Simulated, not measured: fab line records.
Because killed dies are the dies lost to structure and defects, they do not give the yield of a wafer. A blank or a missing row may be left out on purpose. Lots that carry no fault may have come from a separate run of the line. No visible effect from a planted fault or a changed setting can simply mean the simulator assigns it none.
Chamber matching | flow gf180mcu | GF_STI_ETCH_13 on rieDiel-01 has 4 sister chambers
The step etches the open film in CHF3/O2, stops on Si, target depth 282.31 nm, time 112.9 s. 4 wafers are shown with their chamber, then 7 later ones without.

WAFERS, EACH WITH ITS CHAMBER
wafer  | chamber | drypumpMotorCurrentA (A)
L351.6 | 1       | 5.9
L357.5 | 3       | 5.7
L360.1 | 0       | 5.7
L360.4 | 2       | 5.4

WAFERS WITHOUT THEIR CHAMBER
wafer  | drypumpMotorCurrentA (A)
L360.5 | 5.6
L362.2 | 5.9
L362.3 | 5.4
L362.5 | 5.4
L364.1 | 5.4
L364.2 | 5.7
L364.4 | 5.6

THE CHAMBER EACH PASSED THROUGH
wafer  | from the rows above          | in truth
L360.5 | can't be placed: 0 or 3 or 2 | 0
L362.2 | 1                            | 1
L362.3 | 2                            | 2
L362.5 | 2                            | 2
L364.1 | 2                            | 2
L364.2 | can't be placed: 0 or 3      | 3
L364.4 | can't be placed: 0 or 3 or 2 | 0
Correct placement for 4 of the 7. Cannot be placed on the basis of these rows: 3; the candidates contain the true chamber in 3. Wrongly placed: 0.
How it was worked out, from the rows above alone: a wafer's distance from a chamber is the root of the sum, over the readings, of the square of ((its reading less the chamber's mean) divided by the reading's scatter). The wafer belongs to the nearest chamber; if the next one is less than 2 further off, it can't be placed. A chamber's mean is the mean of its shown wafers. The scatter: root of mean squared gap, hidden wafer to nearest shown wafer, with one shown wafer a chamber.
